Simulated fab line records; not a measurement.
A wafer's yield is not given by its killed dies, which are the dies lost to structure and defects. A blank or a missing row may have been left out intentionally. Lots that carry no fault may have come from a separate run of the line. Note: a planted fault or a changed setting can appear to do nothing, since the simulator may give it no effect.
Problem report, 8D (eight disciplines) form, completed by code -- flow gf180mcu -- the parts of the form that need people (team, actions taken, sign-off) are left out

## 1. WHAT IS WRONG
Across 9 wafers from 3 lots, NSD_RS at GF_PSD_RS_MEAS_14 averages 47.06 ohm/sq, while fault-free wafers read 46.14 ohm/sq with a standard deviation of 0.072. That is +13 standard deviations from the usual mean.
The step: measures by four-point-probe.
Earliest sighting: wafer L491.1 on film-metro-03 at day 17 04:15. The record has a number at this step for 33 wafers belonging to 11 lots. Rule for "out" (also "out of limits"): further than 4 standard deviations from the usual mean. The rest of the wafers with a number are treated as sound.

## 2. WHAT IT IS AND WHAT IT IS NOT
question,is,is not
which readings at this step,NSD_RS,-
which lots,"L491, L493, L495","L483, L489, L492, L499, L501, L502, L504, L506"
which wafers of those lots,all that have a number,-
read on which gauges,"film-metro-01, film-metro-02, film-metro-03",-
when,from day 17 04:15,"up to then (6 sound wafers); but 18 sound wafers of L492, L499, L501, L502, L504, L506 came after"

## 3. THE SUSPECTS, EACH WITH WHAT RULES IT OUT
Counting: a tool at a process step up to the reading stays a suspect if it ran every lot that is out and no sound lot after the first of them.
- the gauge at GF_PSD_RS_MEAS_14 has been ruled out. Those wafers that are out were read across 3 gauges (film-metro-01, film-metro-02, film-metro-03).
- implanter-03 at GF_NSD_IMPLANT_09: ruled out as a lasting fault. Following L491 (day 16 05:02), the first lot on it that is out, the sound lots L504, L506 were run on it.
Left after counting: nothing in the record.

## 4. THE CAUSE (what the simulator had put in)
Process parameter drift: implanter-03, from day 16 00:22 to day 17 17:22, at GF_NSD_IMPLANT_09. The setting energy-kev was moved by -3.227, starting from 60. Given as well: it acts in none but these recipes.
The count ruled it out by mistake, since the rule takes a fault to strike every lot its tool runs from the start of the fault on, and this one did not do so.

## 5. THE CHAIN OF EFFECTS, in route order
One row per reading whose mean, taken over the struck wafers that have a number, lies over 3 standard deviations from the usual. Only readings whose record carries a usual standard deviation are examined. hours: median over the lots of the time between each lot's start at the first step of this table that gives one and its start at this step. sigmas: the change, counted in usual standard deviations.
hours,step,reading,usual,on struck wafers,change,sigmas
0,GF_NSD_IMPLANT_09,beam-energy-keV,60.002,56.768,-3.234,-99 or more
0,GF_NSD_STRIP_11,strip-time-to-endpoint-s,22.95 s,22.55,-0.40,-11
24,GF_PSD_RS_MEAS_14,NSD_RS,46.14 ohm/sq,47.06,+0.92,+13
Here are the process steps it includes:
- GF_NSD_IMPLANT_09
- GF_NSD_STRIP_11: strips in O2/N2.

## 6. WHAT WOULD HAVE CAUGHT IT SOONER
In this record the first reading out of limits at a measuring or inspecting step was taken at day 17 04:15, 28 hours after the fault began at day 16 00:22.
The tool's own readings at GF_NSD_IMPLANT_09 were out on every struck wafer that the step has a row for (beam-energy-keV): an alarm limit on them would have fired on the first of those.
